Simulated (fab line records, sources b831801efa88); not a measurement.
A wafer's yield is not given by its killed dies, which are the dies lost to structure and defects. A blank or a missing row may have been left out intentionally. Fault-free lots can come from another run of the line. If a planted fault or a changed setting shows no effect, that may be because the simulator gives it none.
A struck lot beside a sound one / flow sky130 / 15 steps out of a route of 708
Sound: wafers L632.3, L632.5, L632.6. Wafers struck: L635.1, L635.5, L635.6. The cause comes at the end.
Each step with rows lists, per side, the tool, then ch with its chambers, then its first start. Under that, the readings that differ: sound wafers / struck wafers / difference of the means / sigmas: that difference in standard deviations of wafers without a fault.
alike: words and numbers the same on both sides, and readings whose means are apart by under 2 such deviations; not compared: readings that were withheld, readings missing a value for some wafer, numbers with overlapping values and no deviation given by the record, and bounds like >300 which may hide the same value.
Wherever a step has rows on one side only, a row that says differs or no value, or a row with sigmas, the two part there. When numbers do not overlap yet have no deviation, they are printed without sigmas and do not part them. A reading missing from all wafers of one side parts the sides only when that side holds two or more wafers.

first, 3 steps without rows for these wafers: SKY_VIA2_STRIP_17 (strips in post etch residue remover, time 1200 s); SKY_VIA2_CLEAN_18 (cleans in IPA, time 180 s); SKY_VIA2_CLEAN_19 (cleans in O3/DIW).
SKY_VIA2_SPUTTER_20: material TiN, target thk 20 nm, time 80 s.
  sound on pvd-sputter-04, day 39 23:32; struck on pvd-sputter-04, day 40 20:10
  alike: cathode-dc-power-W, chamber-pressure-pa, throttle-valve-pct
SKY_VIA2_CVD_21: deposits W, target thk 420 nm, time 126.4 s.
  sound on cvd-w-02 ch 0,1, day 39 23:38; struck on cvd-w-01 ch 0,1, day 40 20:14
reading=heater-power-w (W); sound=929 922 946; struck=863 887 891; difference=-52; sigmas=-2
SKY_VIA2_RS_MEAS_22: uses a four-point probe to measure.
  sound on film-metro-04, day 39 23:46; struck on film-metro-02, day 40 20:22
  alike: VIA2_W_RS
SKY_VIA2_THK_MEAS_23: measures by xrf.
  sound on film-metro-04, day 39 23:52; struck on film-metro-02, day 40 20:29
  alike: VIA2_W_THK
SKY_VIA2_CMP_24: polishes, stops on SiO2, t overpolish 20 s, target thk 0 nm.
  sound on cmp-01 ch 0,3, day 39 23:57; struck on cmp-01 ch 0,1, day 40 20:32
reading=slurry-flow-ml-min; sound=150.7 150.5 150.6; struck=149.6 149.7 149.7; difference=-0.9; sigmas=-2
  alike: head-pressure-psi, motor-current-A, overpolish-run-s, time-to-endpoint-s
then, 1 step without rows for these wafers: SKY_METAL3_SPUTTER_00 (material Ti, target thk 15 nm, time 10 s).
SKY_METAL3_SPUTTER_01: material TiN, target thk 20 nm, time 16.7 s.
  sound on pvd-sputter-02, day 40 00:13; struck on pvd-sputter-02, day 40 20:52
  alike: cathode-dc-power-W, chamber-pressure-pa, throttle-valve-pct
then, 2 steps without rows for these wafers: SKY_METAL3_SPUTTER_02 (material AlCu, target thk 735 nm, time 39.1 s); SKY_METAL3_SPUTTER_03 (material Ti, target thk 5 nm, time 3.3 s).
SKY_METAL3_SPUTTER_04: material TiN, target thk 70 nm, time 58.3 s.
  sound on pvd-sputter-02, day 40 00:18; struck on pvd-sputter-02, day 40 20:56
reading=cathode-dc-power-W (W); sound=6500.1 6499.8 6502.4; struck=6671.4 6674.3 6673.6; difference=+172.3; sigmas=+99 or more
reading=model.TiN_of_METAL3_SPUTTER_04.thk-nm (nm); sound=69.85 69.18 68.5; struck=73.25 72.88 73.22; difference=+3.94; sigmas=
  alike: chamber-pressure-pa, throttle-valve-pct
SKY_CAPM_CVD_00: deposits SiO2, target thk 15.5 nm.
  sound on pecvd-04 ch 0,1, day 40 00:21; struck on pecvd-03 ch 1,2, day 40 20:59
  alike: heater-power-w
-- the record jumps here: 9 days lie between the struck wafers' starts before and after (it left off in module CAPM and takes up again in module PAD_OPEN, whose first step shown is number 708 of the route) --
SKY_PAD_OPEN_PROBE_99:
  sound on prober-02, day 48 17:51; struck on prober-01, day 49 09:04
  alike: defect-limited-yield, killed_at_M0_to_M3, killed_at_M4_up, killed-at-contacts, killed-at-front-end, killed-dies, killed-on-rim, killed-open, killed-short, sort_bin_3_pad_short, sort_bin_5_function, sort_bin_6_memory, sort-n-pass, sort-yield-pct

## WHERE THEY PART
Earliest at SKY_VIA2_CVD_21; latest, in this record, at SKY_METAL3_SPUTTER_04. Later steps at which nothing parts them and some readings are alike: SKY_CAPM_CVD_00, SKY_PAD_OPEN_PROBE_99.

WHY: the cause the simulator had injected
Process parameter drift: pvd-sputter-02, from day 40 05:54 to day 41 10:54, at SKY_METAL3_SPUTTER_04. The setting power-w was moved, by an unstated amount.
